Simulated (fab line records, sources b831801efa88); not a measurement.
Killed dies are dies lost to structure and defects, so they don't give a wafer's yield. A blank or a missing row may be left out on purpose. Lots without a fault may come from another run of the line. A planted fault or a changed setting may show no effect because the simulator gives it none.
Split-lot experiment | flow sfq_line | 5 lots, 23 wafers read, on a route of 325 steps

THE SPLIT
At SFQ_TRILAYER_M3_DEP_SPUTTER_073 (material Nb, target thk 200 nm, time 133.3 s), the setting power_w was moved away from the recipe's 2000 W on 9 of the 23 wafers read, by -11.4% to +11.5%. The other wafers ran this setting at the recipe's value.

FROM THE SPLIT TO THE READING: what the file shows between them, 5 steps
- SFQ_M3_RS_MEAS_919: measures by four-point-probe
- SFQ_TRILAYER_M3_LITHO_COAT_075: resist thk 600 nm (also split here: spin_rpm)
- SFQ_TRILAYER_M3_LITHO_SOFTBAKE_079
- SFQ_TRILAYER_M3_LITHO_EXPOSE_076: exposes mask M3, target cd 500 nm
- SFQ_TRILAYER_M3_BARC_OPEN_METAL_ETCH_100: etches BARC in O2, target depth 125 nm, time 41.7 s

THE READING
oes_product_au, in a.u., at SFQ_TRILAYER_M3_ETCH_METAL_ETCH_078 (etches Nb in Cl2/Ar, stops on SiO2, target depth 240 nm, time 120 s). Fault-free wafers of this fab line usually give 0.891 a.u., standard deviation 0.0094 a.u..

wafer  | tool, chamber at the split | power_w as run, W | against the recipe | oes_product_au, a.u. | against lot-mates on the recipe
L077.1 | pvd_sputter-03, -          | 2000              | recipe             | 0.891                | -
L077.2 | pvd_sputter-03, -          | 2000              | recipe             | 0.892                | -
L077.3 | pvd_sputter-03, -          | 2000              | recipe             | 0.885                | -
L082.1 | pvd_sputter-05, -          | 2000              | recipe             | 0.896                | -
L082.2 | pvd_sputter-05, -          | 1772              | -11.4%             | 0.818                | -0.080
L082.3 | pvd_sputter-05, -          | 1772              | -11.4%             | 0.845                | -0.052
L082.5 | pvd_sputter-05, -          | 1772              | -11.4%             | 0.847                | -0.050
L082.6 | pvd_sputter-05, -          | 2000              | recipe             | 0.899                | -
L083.1 | pvd_sputter-05, -          | 2000              | recipe             | 0.906                | -
L083.2 | pvd_sputter-05, -          | 2231              | +11.5%             | 0.951                | +0.051
L083.4 | pvd_sputter-05, -          | 2231              | +11.5%             | 0.947                | +0.047
L083.5 | pvd_sputter-05, -          | 2000              | recipe             | 0.896                | -
L083.6 | pvd_sputter-05, -          | 2000              | recipe             | 0.897                | -
L084.1 | pvd_sputter-06, -          | 2000              | recipe             | 0.886                | -
L084.2 | pvd_sputter-06, -          | 1920              | -4.0%              | 0.890                | -0.012
L084.3 | pvd_sputter-06, -          | 2000              | recipe             | 0.902                | -
L084.4 | pvd_sputter-06, -          | 1920              | -4.0%              | 0.882                | -0.020
L084.5 | pvd_sputter-06, -          | 2000              | recipe             | 0.919                | -
L085.1 | pvd_sputter-06, -          | 2060              | +3.0%              | 0.912                | +0.014
L085.2 | pvd_sputter-06, -          | 2000              | recipe             | 0.903                | -
L085.3 | pvd_sputter-06, -          | 2060              | +3.0%              | 0.898                | +0.000
L085.4 | pvd_sputter-06, -          | 2000              | recipe             | 0.886                | -
L085.5 | pvd_sputter-06, -          | 2000              | recipe             | 0.906                | -

THE FIT
A straight line over all 23 wafers: oes_product_au changes by +0.0048 a.u. for each +1% of power_w; r = +0.94; the points scatter about the line by 0.01 a.u..
The same after taking each lot's own level away (the mean of its wafers on the recipe; 23 wafers): +0.00477 a.u. for each +1%; r = +0.95; scatter 0.0092 a.u..
On that fit, the largest move of power_w shifts the reading by 0.055 a.u..
The lots' own levels span 0.8893 to 0.9023 a.u., that is 1.4 times the standard deviation above.
So the lot-to-lot level changes the slope little: the two slopes agree.
Check: with one of the wafers moved furthest among these (+11.5%) left out of the fit, the line predicts +0.0539 a.u. for it against its lot-mates. It came out at +0.0513 a.u. against them.

OTHER SPLITS ON THESE WAFERS
These wafers also went through other splits before the reading. Each is held against what the fit with the lots' levels taken away leaves over:
other split on the same wafers              | wafers away from the commonest value | r with oes_product_au (lot level and that fit taken away)
SFQ_TRILAYER_I2_VIA_LITHO_COAT_067 spin_rpm | 4                                    | +0.01
SFQ_TRILAYER_M3_LITHO_COAT_075 spin_rpm     | 4                                    | +0.06

THE WHOLE CHAIN: every reading that the file lists as answering this split, in the file's order
step                                | what it does                                                        | reading                                                                                   | change (the file's fit)                   | r (the file's)
SFQ_TRILAYER_M3_DEP_SPUTTER_073     | material Nb, target thk 200 nm, time 133.3 s                        | Nb_of_TRILAYER_M3_DEP_SPUTTER_073.thk_nm (the simulator's own value, which no gauge read) | +1.78 nm for each +1% of the setting      | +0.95
SFQ_M3_RS_MEAS_919                  | measures by four-point-probe                                        | M3_NB_RS                                                                                  | -0.00806 for each +1% of the setting      | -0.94
SFQ_TRILAYER_M3_ETCH_METAL_ETCH_078 | etches Nb in Cl2/Ar, stops on SiO2, target depth 240 nm, time 120 s | oes_product_au                                                                            | +0.00466 a.u. for each +1% of the setting | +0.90

THE FILE'S OWN FIT
oes_product_au changes by +0.00466 a.u. for each +1% of power_w, r = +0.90.
